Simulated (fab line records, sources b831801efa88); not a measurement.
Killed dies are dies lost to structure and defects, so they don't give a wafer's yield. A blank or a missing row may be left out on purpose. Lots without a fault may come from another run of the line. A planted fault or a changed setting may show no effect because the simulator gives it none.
Which tool did it? | flow sky130 | 14 lots, 42 wafers sampled, at 2 steps of a route of 708

WHAT THE GAUGES READ, wafer by wafer
SKY_SONOS_TUNNEL_CD_MEAS_07: target cd 410 nm. Usual: cd_nm 410.1 nm, standard deviation 2.4.
lot  | measured     | on        | cd_nm (nm)        | flag
L165 | day 11 05:29 | cd_sem-02 | 410.4 412.4 411.7 |
L166 | day 11 16:17 | cd_sem-01 | 411.2 411.3 412.3 |
L167 | day 12 03:00 | cd_sem-01 | 409.7 410.0 409.8 |
L168 | day 12 09:42 | cd_sem-01 | 413.5 411.9 411.2 |
L169 | day 12 16:28 | cd_sem-02 | 408.4 409.5 411.1 |
L170 | day 13 05:28 | cd_sem-01 | 409.6 408.7 407.4 |
L171 | day 13 12:08 | cd_sem-02 | 409.5 410.3 413.1 |
L172 | day 13 19:49 | cd_sem-01 | 409.7 408.6 409.7 |
L173 | day 14 04:14 | cd_sem-02 | 410.7 410.6 408.2 |
L174 | day 14 08:58 | cd_sem-02 | 409.7 409.7 409.8 |
L178 | day 15 23:13 | cd_sem-02 | 363.4 365.0 363.8 | OFF
L180 | day 16 07:16 | cd_sem-01 | 369.1 369.3 369.6 | OFF
L181 | day 16 15:58 | cd_sem-01 | 404.1 406.7 403.6 |
L188 | day 19 04:53 | cd_sem-01 | 410.3 408.1 409.4 |

WHICH TOOL RAN EACH LOT (tool, then ch and the chambers of the sampled wafers, then the start)
lot  | SKY_SONOS_TUNNEL_DEVELOP_06
L165 | litho_track-03 ch 0, day 11 05:21
L166 | litho_track-01 ch 0, day 11 16:08
L167 | litho_track-03 ch 0, day 12 02:51
L168 | litho_track-03 ch 0, day 12 09:33
L169 | litho_track-01 ch 0, day 12 16:20
L170 | litho_track-03 ch 0, day 13 05:19
L171 | litho_track-02 ch 0, day 13 12:00
L172 | litho_track-02 ch 0, day 13 19:40
L173 | litho_track-02 ch 0, day 14 04:06
L174 | litho_track-03 ch 0, day 14 08:42
L178 | litho_track-03 ch 0, day 15 23:04
L180 | litho_track-03 ch 0, day 16 07:07
L181 | litho_track-01 ch 0, day 16 15:50
L188 | litho_track-01 ch 0, day 19 04:44
- SKY_SONOS_TUNNEL_DEVELOP_06: develop time 60 s.

WHAT THE TOOLS THEMSELVES READ (means of the sampled wafers that have a number; where no wafer has one, the mark that the record gives instead)
The record holds no such reading with a usual standard deviation.

THE ANSWER, worked out from the rows above alone
Rule: a lot is off if the mean of its wafers that have a number lies more than 3 standard deviations from the usual mean. A lot without any number at a reading at which 4 lots or more have one is off too. The other lots that the step has rows for count as sound. The gauges are gone through in route order, then the tools' own readings, and for those a lot's mean is taken as printed above. The first step at which some lot is off is used, and at that step the reading that is off furthest; a lot without a number counts as furthest.
Off: L178, L180, at SKY_SONOS_TUNNEL_CD_MEAS_07 (cd_nm).
A tool fits if, at a process step before that reading, it ran every lot that is off, and no sound lot after the first of them. The gauges at SKY_SONOS_TUNNEL_CD_MEAS_07 are tried like those tools. One fits: litho_track-03 at SKY_SONOS_TUNNEL_DEVELOP_06. Its last sound lot is L174 (day 14 08:42), its first lot that is off L178 (day 15 23:04): a fault that began between those two fits.

WHAT THE SIMULATOR HAD PUT IN
Process parameter drift: litho_track-03, from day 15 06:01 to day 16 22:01, at SKY_SONOS_TUNNEL_DEVELOP_06. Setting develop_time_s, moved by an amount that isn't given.
Lots struck among those shown: L178, L180. The rule above found the same.
